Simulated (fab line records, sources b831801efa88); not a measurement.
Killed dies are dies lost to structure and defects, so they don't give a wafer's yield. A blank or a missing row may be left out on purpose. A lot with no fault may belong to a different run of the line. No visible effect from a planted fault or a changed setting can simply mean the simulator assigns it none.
Chamber matching | flow gf180mcu | GF_CONTACT_CMP_27 on cmp-02 has 3 sister chambers
The step polishes, stops on SiO2, t overpolish 15 s, target thk 0 nm. 6 wafers are shown with their chamber, then 5 later ones without.

EACH WAFER AND ITS CHAMBER
wafer  | chamber | motor current A (A) | time to endpoint s (s)
L979.5 | 3       | 10.9                | 69.3
L979.6 | 2       | 12.7                | 69.3
L982.1 | 2       | 12.2                | 70.6
L982.6 | 3       | 11.1                | 68.5
L983.4 | 1       | 10.6                | 71.8
L983.5 | 1       | 10.2                | 70.2

WAFERS WITH NO CHAMBER GIVEN
wafer  | motor current A (A) | time to endpoint s (s)
L987.2 | 10.3                | 67.5
L987.3 | 12.9                | 69.9
L988.2 | 10.5                | 69.6
L988.4 | 10.7                | 68.2
L988.6 | 13.0                | 73.7

WHICH CHAMBER EACH ONE RAN IN
wafer  | from the rows above     | in truth
L987.2 | can't be placed: 3 or 1 | 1
L987.3 | 2                       | 2
L988.2 | can't be placed: 1 or 3 | 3
L988.4 | can't be placed: 3 or 1 | 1
L988.6 | 2                       | 2
2 of 5 placed correctly. Can't be placed from these rows: 3 (the true chamber is among the candidates in 3). Placed wrongly: 0.
How it was worked out, from the rows above alone: a wafer's distance from a chamber is the root of the sum, over the readings, of the square of ((its reading less the chamber's mean) divided by the reading's scatter). The wafer belongs to the nearest chamber; if the next one is less than 2 further off, it can't be placed. The mean given for a chamber averages the wafers shown for that chamber. The scatter is the square root of a quotient: the sum, over the shown wafers, of each reading's squared deviation from its chamber's mean, divided by wafers minus chambers.
